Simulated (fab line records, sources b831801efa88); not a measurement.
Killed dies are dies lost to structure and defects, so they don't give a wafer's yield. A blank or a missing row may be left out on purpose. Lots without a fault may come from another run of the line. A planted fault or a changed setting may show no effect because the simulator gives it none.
Which tool did it? | flow sky130 | 13 lots, 39 wafers sampled, at 4 steps of a route of 708

WHAT THE GAUGES READ, wafer by wafer
SKY_VT_ADJUST_HVTR_CD_MEAS_07: target cd 380 nm.
lot  | measured     | on        | cd_nm (nm)
L586 | day 9 20:09  | cd_sem-02 | 383.4 384.6 383.5
L587 | day 9 23:47  | cd_sem-01 | 385.1 385.9 383.1
L590 | day 11 08:22 | cd_sem-01 | 380.6 378.1 379.6
L592 | day 11 16:10 | cd_sem-02 | 381.0 381.5 382.2
L593 | day 11 22:16 | cd_sem-02 | 377.3 377.9 376.5
L594 | day 12 06:48 | cd_sem-01 | 385.7 384.6 382.3
L595 | day 12 10:54 | cd_sem-02 | 378.4 378.3 380.0
L597 | day 13 04:34 | cd_sem-01 | 377.6 377.1 377.2
L598 | day 13 09:56 | cd_sem-01 | 379.8 382.8 381.1
L602 | day 14 15:08 | cd_sem-01 | 379.3 379.4 382.5
L604 | day 15 08:52 | cd_sem-01 | 376.3 375.0 379.7
L607 | day 16 03:22 | cd_sem-02 | 381.0 380.8 380.5
L608 | day 16 11:01 | cd_sem-02 | 374.9 377.2 375.6

SKY_VT_ADJUST_HVTR_TW_MEAS_11.
lot  | measured     | on            | VT_ADJUST_HVTR_TW
L586 | day 9 20:32  | film_metro-03 | 213.6 212.6 214.7
L587 | day 10 00:11 | film_metro-04 | 209.8 210.0 210.3
L590 | day 11 08:46 | film_metro-04 | 210.8 210.8 210.6
L592 | day 11 16:34 | film_metro-03 | 211.9 211.5 211.1
L593 | day 11 22:39 | film_metro-03 | 211.5 210.6 211.9
L594 | day 12 07:11 | film_metro-03 | 212.7 211.9 213.4
L595 | day 12 11:17 | film_metro-04 | 209.9 208.6 208.6
L597 | day 13 04:57 | film_metro-04 | 207.5 208.7 209.3
L598 | day 13 10:20 | film_metro-01 | 211.3 211.6 211.4
L602 | day 14 15:32 | film_metro-01 | 209.1 210.0 210.2
L604 | day 15 09:15 | film_metro-01 | 210.8 211.4 212.1
L607 | day 16 03:46 | film_metro-04 | 210.1 209.1 209.2
L608 | day 16 11:24 | film_metro-01 | 210.6 210.6 210.1

WHICH TOOL RAN EACH LOT (tool, then ch and the chambers of the sampled wafers, then the start)
lot  | SKY_VT_ADJUST_LVTN_COAT_13        | SKY_VT_ADJUST_LVTN_STRIP_20
L586 | litho_track-04 ch 0, day 7 17:07  | plasma_asher-03 ch 0,1, day 8 03:44
L587 | litho_track-04 ch 0, day 7 19:17  | plasma_asher-04 ch 0,1, day 8 06:15
L590 | litho_track-01 ch 0, day 9 02:20  | plasma_asher-03 ch 0,1, day 9 12:45
L592 | litho_track-04 ch 0, day 9 09:37  | plasma_asher-03 ch 0,1, day 9 19:42
L593 | litho_track-04 ch 0, day 9 14:08  | plasma_asher-03 ch 0,1, day 10 00:52
L594 | litho_track-01 ch 0, day 9 20:17  | plasma_asher-03 ch 0,1, day 10 08:13
L595 | litho_track-02 ch 0, day 10 00:31 | plasma_asher-02 ch 0,1, day 10 11:40
L597 | litho_track-01 ch 0, day 10 15:43 | plasma_asher-04 ch 0,1, day 11 03:35
L598 | litho_track-01 ch 0, day 10 20:02 | plasma_asher-02 ch 0,1, day 11 08:15
L602 | litho_track-01 ch 0, day 12 00:01 | plasma_asher-04 ch 0,1, day 12 12:40
L604 | litho_track-04 ch 0, day 12 15:50 | plasma_asher-03 ch 1, day 13 04:19
L607 | litho_track-01 ch 0, day 13 07:41 | plasma_asher-04 ch 0,1, day 13 20:36
L608 | litho_track-02 ch 0, day 13 15:11 | plasma_asher-04 ch 0,1, day 14 04:12
- SKY_VT_ADJUST_LVTN_COAT_13: resist thk 1140 nm.
- SKY_VT_ADJUST_LVTN_STRIP_20: strips in O2/N2.

WHAT THE TOOLS THEMSELVES READ (means of the sampled wafers that have a number; where no wafer has one, the mark that the record gives instead)
SKY_VT_ADJUST_LVTN_STRIP_20.
lot  | tool            | drypump_motor_current_A (A) | oes_product_au (a.u.) | strip_time_to_endpoint_s (s)
L586 | plasma_asher-03 | 6.0                         | 0.721                 | 14.18
L587 | plasma_asher-04 | 5.8                         | 0.712                 | 14.22
L590 | plasma_asher-03 | 6.0                         | 0.712                 | 14.22
L592 | plasma_asher-03 | 6.1                         | 0.713                 | 14.18
L593 | plasma_asher-03 | 6.0                         | 0.716                 | 14.22
L594 | plasma_asher-03 | 6.0                         | 0.715                 | 14.18
L595 | plasma_asher-02 | 6.2                         | 0.718                 | 14.12
L597 | plasma_asher-04 | 5.4                         | 0.718                 | 14.19
L598 | plasma_asher-02 | 6.2                         | 0.717                 | 14.13
L602 | plasma_asher-04 | 5.9                         | 0.716                 | 14.98
L604 | plasma_asher-03 | 6.1                         | 0.719                 | 14.24
L607 | plasma_asher-04 | 5.4                         | 0.716                 | 15.03
L608 | plasma_asher-04 | 5.9                         | 0.715                 | 14.21

THE ANSWER, worked out from the rows above alone
Rule: what is usual is taken from the lots themselves. Put in order of their means at a reading, lots are off if they are a third of the lots or fewer, leave a main group of 4 or more, and stand apart from it by a gap of 3 or more times the standard deviation of the main group's means; of several such gaps the widest counts. A main group whose means are all the same, to the digits that the tables above print for the reading, isn't used. A lot without any number at a reading at which 4 lots or more have one is off too. The other lots that the step has rows for count as sound. The gauges are gone through in route order, then the tools' own readings, and for those a lot's mean is taken as printed above. The first step at which some lot is off is used, and at that step the reading that is off furthest; a lot without a number counts as furthest.
Off: L602, L607, at SKY_VT_ADJUST_LVTN_STRIP_20 (strip_time_to_endpoint_s). The main group: mean 14.19 s, standard deviation 0.036.
A tool fits if, at that step or a process step before it, it ran every lot that is off, and no sound lot after the first of them. One fits: litho_track-01 at SKY_VT_ADJUST_LVTN_COAT_13. Its last sound lot is L598 (day 10 20:02), its first lot that is off L602 (day 12 00:01): a fault that began between those two fits.

WHAT THE SIMULATOR HAD PUT IN
Process parameter drift: litho_track-01, from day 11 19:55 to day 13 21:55, at SKY_VT_ADJUST_LVTN_COAT_13. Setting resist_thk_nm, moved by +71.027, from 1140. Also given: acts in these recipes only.
Lots struck among those shown: L602, L607. The rule above found the same.
